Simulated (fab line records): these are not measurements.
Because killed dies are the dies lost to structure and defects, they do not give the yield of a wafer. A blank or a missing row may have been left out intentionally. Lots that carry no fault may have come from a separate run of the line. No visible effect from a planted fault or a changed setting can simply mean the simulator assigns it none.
Matching of chambers	flow sky130	SKY_VIA3_ETCH_14 on rie diel-03: 4 sister chambers
The step etches BARC in N2/H2, stops on SiO2, time 45.9 s, target depth 60 nm. 8 wafers are shown with their chamber, then 7 later ones without.

== WAFERS PAIRED WITH THEIR CHAMBERS ==
wafer	chamber	drypump motor current A (A)	chamber pressure mTorr (mTorr)
L079.5	2	4.7	29.987
L082.3	3	6.1	29.982
L082.4	1	5.4	30.025
L086.2	0	4.8	29.975
L086.4	3	6.1	29.994
L086.5	2	4.8	30.046
L089.1	0	4.8	30.058
L089.2	1	5.5	30.030

== WAFERS WHOSE CHAMBER IS MISSING ==
wafer	drypump motor current A (A)	chamber pressure mTorr (mTorr)
L089.5	5.4	29.960
L090.1	6.1	30.038
L090.5	5.4	29.944
L090.6	4.8	29.989
L095.2	5.5	30.006
L095.3	4.8	29.986
L095.4	4.8	30.019

== WHICH CHAMBER EACH WENT THROUGH ==
wafer	from the rows above	in truth
L089.5	1	1
L090.1	3	3
L090.5	1	1
L090.6	can't be placed: 0 or 2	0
L095.2	1	1
L095.3	can't be placed: 0 or 2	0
L095.4	can't be placed: 0 or 2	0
Correct placement for 4 of the 7. Unplaceable from these rows: 3, with the true chamber sitting among the candidates in 3. 0 placed wrongly.
How it was worked out, from the rows above alone: a wafer's distance from a chamber is the root of the sum, over the readings, of the square of ((its reading less the chamber's mean) divided by the reading's scatter). If the next closest chamber is less than 2 further off than the closest, the wafer can't be placed; otherwise it belongs to the closest. The mean given for a chamber averages the wafers shown for that chamber. The scatter: the root of (the sum of the squares of (reading less its chamber's mean) over the shown wafers, divided by (wafers less chambers)).
